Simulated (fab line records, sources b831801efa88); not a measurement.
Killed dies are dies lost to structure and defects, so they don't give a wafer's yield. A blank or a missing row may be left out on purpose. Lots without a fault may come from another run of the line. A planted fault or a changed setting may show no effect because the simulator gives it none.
Chamber matching | flow sky130 | SKY_PASSIVATION_CVD_00 on pecvd-03: 3 sister chambers
The step deposits SiO2, target thk 90 nm. 3 wafers are shown with their chamber, then 12 later ones without.

WAFERS WITH THEIR CHAMBER
wafer  | chamber | heater_power_w (W)
L090.1 | 0       | 861
L090.2 | 2       | 640
L090.3 | 1       | 573

WAFERS WITHOUT THEIR CHAMBER
wafer  | heater_power_w (W)
L090.4 | 649
L090.5 | 582
L090.6 | 878
L091.1 | 564
L091.2 | 806
L091.3 | 597
L091.4 | 591
L091.5 | 807
L091.6 | 561
L097.1 | 629
L097.4 | 622
L097.5 | 550

WHICH CHAMBER EACH WENT THROUGH
wafer  | from the rows above     | in truth
L090.4 | 2                       | 2
L090.5 | can't be placed: 1 or 2 | 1
L090.6 | 0                       | 0
L091.1 | 1                       | 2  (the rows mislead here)
L091.2 | 0                       | 0
L091.3 | can't be placed: 1 or 2 | 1
L091.4 | can't be placed: 1 or 2 | 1
L091.5 | 0                       | 0
L091.6 | 1                       | 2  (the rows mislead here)
L097.1 | can't be placed: 2 or 1 | 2
L097.4 | can't be placed: 2 or 1 | 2
L097.5 | 1                       | 1
Placed correctly: 5 of 12. Can't be placed from these rows: 5 (the true chamber is among the candidates in 5). Placed wrongly: 2.
How it was worked out, from the rows above alone: a wafer's distance from a chamber is the root of the sum, over the readings, of the square of ((its reading less the chamber's mean) divided by the reading's scatter). The wafer belongs to the nearest chamber; if the next one is less than 2 further off, it can't be placed. A chamber's mean is the mean of its shown wafers. The scatter: with one shown wafer a chamber, the root of the mean of the squares of how far each hidden wafer lies from its nearest shown one.
